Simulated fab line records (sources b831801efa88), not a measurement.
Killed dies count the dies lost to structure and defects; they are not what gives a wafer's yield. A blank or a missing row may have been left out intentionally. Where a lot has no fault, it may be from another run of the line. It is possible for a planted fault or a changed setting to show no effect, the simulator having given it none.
The tool behind it: which one? ; flow gf180mcu ; 13 lots, 39 wafers sampled, at 1 step of a route of 602

## WHAT EACH GAUGE READ, for each wafer
GF_STI_THK_MEAS_30.
lot;measured;on;STI_OXIDATION_02_THK (nm)
L665;day 2 08:39;film-metro-02;10.12 10.01 9.89
L666;day 2 11:36;film-metro-02;9.75 9.74 9.95
L667;day 2 15:16;film-metro-01;10.09 10.08 9.99
L670;day 3 07:38;film-metro-01;10.07 9.80 10.02
L673;day 3 22:46;film-metro-02;9.51 9.68 9.72
L677;day 4 21:10;film-metro-04;9.91 9.99 9.90
L678;day 5 01:08;film-metro-04;9.34 9.51 9.44
L680;day 5 12:46;film-metro-01;9.69 9.66 9.65
L683;day 6 02:46;film-metro-04;9.95 9.88 10.04
L685;day 6 12:56;film-metro-04;9.87 10.07 10.08
L686;day 6 19:29;film-metro-02;9.33 9.51 9.33
L687;day 7 00:29;film-metro-01;10.12 10.02 10.17
L688;day 7 05:28;film-metro-04;9.46 9.38 9.45

## EACH LOT AND THE TOOL THAT RAN IT (in order: tool; ch and the chambers of the sampled wafers; start)
There is no process step in the record ahead of these readings.

## WHAT THE TOOLS THEMSELVES READ (means of the sampled wafers that have a number; where no wafer has one, the mark that the record gives instead)
The record holds no such reading with a usual standard deviation.

## THE ANSWER, worked out from the rows above alone
Rule: the lots themselves supply what counts as usual. Put in order of their means at a reading, lots are off if they are a third of the lots or fewer, leave a main group of 4 or more, and stand apart from it by a gap of 3 or more times the standard deviation of the main group's means; of several such gaps the widest counts. The tables above print the reading to a certain number of digits; a main group whose means all agree to those digits is not used. Also off: a lot with no number at a reading for which 4 or more lots have one. Where the step has rows for the other lots, those lots are counted as sound. After the gauges, taken in route order, come the tools' own readings; for these a lot's mean is taken, as printed above. At the first step where some lot is off, the reading lying furthest off is the one used; lots without a number count as furthest.
Across all readings shown, no lot is off: no conclusion can be drawn from this.

## WHAT WAS PUT IN BY THE SIMULATOR
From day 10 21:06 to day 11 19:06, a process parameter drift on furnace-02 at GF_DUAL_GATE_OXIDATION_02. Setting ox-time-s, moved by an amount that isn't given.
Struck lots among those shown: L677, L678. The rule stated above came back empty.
